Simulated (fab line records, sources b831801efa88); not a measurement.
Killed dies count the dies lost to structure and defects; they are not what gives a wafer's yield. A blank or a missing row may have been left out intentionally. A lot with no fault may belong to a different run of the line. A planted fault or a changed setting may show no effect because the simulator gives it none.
fab line records    flow sfq_line
[record] lots = 7  wafers = 21  last_day = 94
route steps=325 shown JJ@197 M5@198 A5B@209
lots with no fault: from the same line, run without faults
start_h: hours from the record's first day to the start of the lot's first wafer shown    wait_h: hours since the lot's step before    " as in the row above    L1.1+2: one row covering several wafers at once    - no value present, or no start provided    * or withheld: withheld    < > ~ a bound
route shown NAME@n: NAME is a module with steps in the file, n the number in the route of the first one    usual: mean and standard deviation over wafers with no fault    same: alike in all rows    chamber/n: place in a boat    sites: each site's reading    _std_site: standard deviation across them    _edge_site: inner sites' mean taken away from outer sites' mean    radius_mm: for every site, how far away it sits from the centre of the wafer    mask NAME#n: copy n    behind: tool/chamber where the wafer was last shaped    hold: reason for holding the lot/hours on hold/outcome of the hold    device: whichever transistor did not switch (one of n, p or np)    end of line: tests of these same wafers at the route's end    a step with no rows: only its recipe    killed: the dies lost at the first sort to structure and to defects; this is not the yield of the wafer    map: per-die view of a wafer (x killed, . not killed, _ where there is no die)
set.NAME: the run value of the setting; set.NAME@STEP: its run value at that earlier step    model.NAME: the simulator's own value behind a step, which no gauge read
lots at selected steps of the route; one table per step, one row per wafer
services: the hour from which a tool's chamber was out of use, counted from the record's first day as start_h (under 0 if before that day), plus the number of hours and why
[[steps]]
[step SFQ_TRILAYER_JJ_CE_STRIP_SOLV_CLEAN_121]
[recipe] chemistry = NMP  temp_c = 70  time_s = 600
[step SFQ_TRILAYER_M5_LITHO_COAT_128]
[recipe] resist = BARC  spin_rpm = 3000  resist_thk_nm = 62
[step SFQ_TRILAYER_M5_LITHO_COAT_123]
[recipe] resist = KrF  spin_rpm = 3000  resist_thk_nm = 600
[step SFQ_TRILAYER_M5_LITHO_SOFTBAKE_127]
[recipe] temp_c = withheld  time_s = withheld  resist = KrF
[step SFQ_TRILAYER_M5_LITHO_EXPOSE_124]
[recipe] mask_id = M5  na = 0.6  source_shape = conventional  sigma_outer = 0.65  target_cd_nm = 700  dose_mj = 14.4
[step SFQ_TRILAYER_M5_LITHO_PEB_126]
[recipe] peb_temp_c = 115  peb_time_s = 60  resist = KrF
[step SFQ_TRILAYER_M5_LITHO_DEVELOP_125]
[recipe] time_s = 60  resist = KrF
[step SFQ_M5_OVL_MEAS_932]
[usual] M5_OVL = -1/3.9
lot.wafer  tool        chamber  start_h  wait_h  M5_OVL[nm]
L275.1     overlay-02  -        1461.57  0.1     -4
L275.5     "           -        "        "       -3
L275.6     "           -        "        "       1
L277.2     overlay-01  -        1483.18  0.1     -2
L277.3     "           -        "        "       0
L277.5     "           -        "        "       -1
L278.1     overlay-02  -        1487.97  0.1     -7
L278.3     "           -        "        "       -8
L278.4     "           -        "        "       -8
L280.1     overlay-02  -        1515.05  0.1     -2
L280.5     "           -        "        "       5
L280.6     "           -        "        "       3
L283.3     overlay-02  -        1522.26  0.1     0
L283.4     "           -        "        "       -1
L283.6     "           -        "        "       1
L288.1     overlay-01  -        1530.65  0.1     0
L288.5     "           -        "        "       -4
L288.6     "           -        "        "       3
L292.3     overlay-02  -        1542.46  0.1     -6
L292.5     "           -        "        "       -4
L292.6     "           -        "        "       -7
[step SFQ_TRILAYER_M5_BARC_OPEN_METAL_ETCH_161]
[recipe] mask_material = PR  chemistry = O2  target_depth_nm = 125  target = BARC  icp_w = 600  bias_w = 80  pressure_mtorr = 10  time_s = 41.7
[usual] drypump_motor_current_A = 5.9/0.51  oes_product_au = 0.685/0.0049
lot.wafer  tool          chamber  start_h  wait_h  drypump_motor_current_A  oes_product_au  rf_hours_counter_h
L275.1     rie_metal-02  1        1461.61  0.0     5.9                      0.696           62
L275.5     "             1        "        "       5.9                      0.680           -
L275.6     "             0        "        "       6.3                      0.692           -
L277.2     rie_metal-03  1        1483.21  0.0     6.5                      0.682           83
L277.3     "             1        "        "       6.5                      0.682           -
L277.5     "             0        "        "       5.0                      0.688           -
L278.1     rie_metal-04  0        1488.01  0.0     6.2                      0.681           15
L278.3     "             0        "        "       6.2                      0.686           -
L278.4     "             0        "        "       6.1                      0.677           -
L280.1     rie_metal-02  0        1515.09  0.0     6.3                      0.682           57
L280.5     "             1        "        "       5.9                      0.681           -
L280.6     "             0        "        "       6.3                      0.688           -
L283.3     rie_metal-02  0        1522.33  0.1     6.3                      0.681           -
L283.4     "             0        "        "       6.3                      0.681           -
L283.6     "             0        "        "       6.3                      0.688           -
L288.1     rie_metal-02  1        1530.69  0.0     5.8                      0.689           70
L288.5     "             0        "        "       6.3                      0.687           -
L288.6     "             1        "        "       5.8                      0.688           -
L292.3     rie_metal-02  1        1542.51  0.0     5.9                      0.678           -
L292.5     "             0        "        "       6.3                      0.680           -
L292.6     "             1        "        "       5.9                      0.684           -
[step SFQ_TRILAYER_M5_ETCH_METAL_ETCH_126]
[recipe] target = Nb  stop_on = SiO2  mask_material = PR  over_etch_frac = 0.15  time_s = 203.2  chemistry = Cl2/BCl3  target_depth_nm = 265  icp_w = 600  bias_w = 80  pressure_mtorr = 10
[usual] drypump_motor_current_A = 5.9/0.51  oes_product_au = 0.728/0.0061
lot.wafer  tool          chamber  start_h  wait_h  drypump_motor_current_A  oes_product_au  rf_hours_counter_h
L275.1     rie_metal-02  1        1461.67  0.0     5.8                      0.729           62
L275.5     "             1        "        "       5.9                      0.720           -
L275.6     "             0        "        "       6.3                      0.729           -
L277.2     rie_metal-03  1        1483.27  0.0     6.5                      0.725           83
L277.3     "             1        "        "       6.5                      0.734           -
L277.5     "             0        "        "       5.1                      0.729           -
L278.1     rie_metal-04  0        1488.13  0.1     6.1                      0.727           15
L278.3     "             0        "        "       6.2                      0.739           -
L278.4     "             0        "        "       6.2                      0.725           -
L280.1     rie_metal-02  0        1515.15  0.0     6.3                      0.731           57
L280.5     "             1        "        "       5.8                      0.725           -
L280.6     "             0        "        "       6.3                      0.730           -
L283.3     rie_metal-02  0        1522.54  0.2     6.3                      0.725           -
L283.4     "             0        "        "       6.3                      0.726           -
L283.6     "             0        "        "       6.3                      0.726           -
L288.1     rie_metal-02  1        1530.75  0.0     5.8                      0.727           70
L288.5     "             0        "        "       6.3                      0.738           -
L288.6     "             1        "        "       5.8                      0.731           -
L292.3     rie_metal-02  1        1542.61  0.1     5.9                      0.726           -
L292.5     "             0        "        "       6.3                      0.724           -
L292.6     "             1        "        "       5.8                      0.727           -
[step SFQ_TRILAYER_M5_STRIP_STRIP_127]
[recipe] gas = O2  power_w = 200  platen_temp_c = 40  overash_fraction = 0.65  chemistry = O2  pressure_mtorr = 50
[usual] drypump_motor_current_A = 5.9/0.5  oes_product_au = 1.003/0.015
lot.wafer  tool          chamber  start_h  wait_h  drypump_motor_current_A  oes_product_au  rf_hours_counter_h
L275.1     rie_metal-02  1        1461.86  0.1     5.8                      1.024           63
L275.5     "             1        "        "       5.9                      1.027           -
L275.6     "             0        "        "       6.3                      0.994           -
L277.2     rie_metal-03  1        1483.46  0.1     6.5                      1.002           83
L277.3     "             1        "        "       6.5                      1.000           -
L277.5     "             0        "        "       5.1                      0.986           -
L278.1     rie_metal-04  0        1488.52  0.3     6.2                      1.009           16
L278.3     "             0        "        "       6.2                      0.999           -
L278.4     "             0        "        "       6.2                      0.997           -
L280.1     rie_metal-02  0        1515.34  0.1     6.3                      0.991           57
L280.5     "             1        "        "       5.8                      1.017           -
L280.6     "             0        "        "       6.3                      0.990           -
L283.3     rie_metal-02  0        1523.19  0.6     6.3                      0.979           -
L283.4     "             0        "        "       6.3                      0.983           -
L283.6     "             0        "        "       6.3                      0.982           -
L288.1     rie_metal-02  1        1530.94  0.1     5.9                      1.018           70
L288.5     "             0        "        "       6.3                      0.997           -
L288.6     "             1        "        "       5.8                      1.024           -
L292.3     rie_metal-02  1        1542.94  0.3     5.9                      1.003           -
L292.5     "             0        "        "       6.3                      0.987           -
L292.6     "             1        "        "       5.9                      1.007           -
[step SFQ_TRILAYER_M5_STRIP_SOLV_CLEAN_128]
[recipe] chemistry = NMP  temp_c = 70  time_s = 600
[step SFQ_TRILAYER_A5B_DEP_PECVD_129]
[recipe] material = SiO2  temp_c = 150  time_s = 133.33  pressure_torr = 2.4  rf_w = 183.3  precursor = SiH4/N2O  target_thk_nm = 600
[usual] heater_power_w = 91/15  rf_fwd_power_W = 182.4/0.62  throttle_valve_pct = 24.5/1.2
lot.wafer  tool      chamber  start_h  wait_h  heater_power_w  rf_fwd_power_W  throttle_valve_pct  model.SiO2_of_TRILAYER_A5B_DEP_PECVD_129.thk_nm
L275.1     pecvd-04  0        1462.64  0.0     69              182.0           24.0                591.7
L275.5     "         1        "        "       77              182.1           25.0                594
L275.6     "         0        "        "       69              181.6           24.0                599.6
L277.2     pecvd-04  0        1484.24  0.0     68              181.8           23.9                582
L277.3     "         2        "        "       110             181.7           23.4                589.8
L277.5     "         0        "        "       69              182.3           23.8                597.3
L278.1     pecvd-04  1        1489.89  0.0     76              182.6           25.4                594.2
L278.3     "         0        "        "       70              183.1           24.2                596.3
L278.4     "         2        "        "       117             153.2           23.7                569.6
L280.1     pecvd-04  2        1516.12  0.0     112             153.7           23.6                571.4
L280.5     "         1        "        "       74              181.8           25.1                614.4
L280.6     "         0        "        "       69              181.8           23.8                606.2
L283.3     pecvd-04  1        1524.17  0.0     62              182.3           25.4                601.8
L283.4     "         2        "        "       114             154.0           23.8                578
L283.6     "         1        "        "       65              181.8           25.3                611.7
L288.1     pecvd-02  0        1531.72  0.0     101             181.9           24.3                591.5
L288.5     "         0        "        "       106             182.5           24.1                596.9
L288.6     "         2        "        "       100             181.9           27.1                597
L292.3     pecvd-03  0        1543.52  0.0     94              184.1           22.6                602.2
L292.5     "         0        "        "       101             183.1           22.8                601.6
L292.6     "         1        "        "       95              182.6           24.8                603.9
[step SFQ_TRILAYER_A5B_CMP_CMP_130]
[recipe] stop_on = Nb  down_force_psi = 3  platen_rpm = 60  target_thk_nm = 340.7
[usual] motor_current_A = 10.2/0.74  slurry_filter_dp_kPa = 13.47/0.14
lot.wafer  tool    chamber  start_h  wait_h  motor_current_A  slurry_filter_dp_kPa
L275.1     cmp-02  3        1463.23  0.5     10.3             13.57
L275.5     "       2        1464.73  2.0     9.1              13.56
L275.6     "       3        "        "       11.1             13.39
L277.2     cmp-01  2        1484.83  0.5     10.5             13.57
L277.3     "       0        1485.83  1.5     10.6             13.56
L277.5     "       1        "        "       9.9              13.39
L278.1     cmp-02  1        1489.98  0.0     9.4              13.34
L278.4     "       2        "        "       8.9              13.40
L278.3     "       0        1491.48  1.5     11.2             13.41
L280.1     cmp-02  2        1517.72  1.6     9.3              13.63
L280.6     "       0        1518.72  2.5     10.6             13.36
L280.5     "       1        "        "       9.6              13.16
L283.3     cmp-02  2        1524.26  0.0     9.0              13.57
L283.4     "       0        1525.26  1.0     11.7             13.26
L283.6     "       3        1526.76  2.5     10.0             13.42
L288.1     cmp-02  0        1534.11  2.3     10.5             13.84
L288.5     "       3        1535.61  3.8     10.4             13.58
L288.6     "       0        "        "       11.2             13.54
L292.3     cmp-02  2        1543.61  0.0     9.3              13.22
L292.5     "       2        1545.61  2.0     8.8              13.43
L292.6     "       3        "        "       10.0             13.80
[[services]]
tool          chamber  start_h  hours  kind
cmp-01        -        1437.66  4.0    pm
rie_metal-02  -        1441.62  0.4    repair
cmp-01        -        1441.66  -      consumable_replace:conditioner
cmp-01        -        1441.66  -      consumable_replace:pad
cmp-02        -        1446.91  0.6    repair
rie_metal-02  -        1448.86  2.8    pm
pecvd-03      -        1462.13  0.5    repair
rie_metal-04  1        1468.30  20.7   repair
cmp-02        -        1510.73  1.4    repair
rie_metal-02  -        1518.85  2.0    repair
rie_metal-02  1        1521.99  1.1    repair
[[key]]
[first_sign] step = SFQ_TRILAYER_A5B_DEP_PECVD_129  reading = rf_fwd_power_W  direction = down  sigmas = 47  usual = 182.4  struck = 153.6
effect none on later readings
[model_effect] step = SFQ_TRILAYER_A5B_DEP_PECVD_129  value = SiO2_of_TRILAYER_A5B_DEP_PECVD_129.thk_nm  without = 603.6  struck = 573
met_at SFQ_TRILAYER_A5B_DEP_PECVD_129
struck_wafers L278.4,L280.1,L283.4
onset_between 1484.24 1489.89
[fault] kind = process_parameter_drift  tool = pecvd-04  chamber = 2  onset_h = 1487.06  steps = SFQ_TRILAYER_A5B_DEP_PECVD_129  channel = rf_w  offset = -29.328  shape = step  end_h = 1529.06  acts_in = these_recipes_only  stated = 183.3
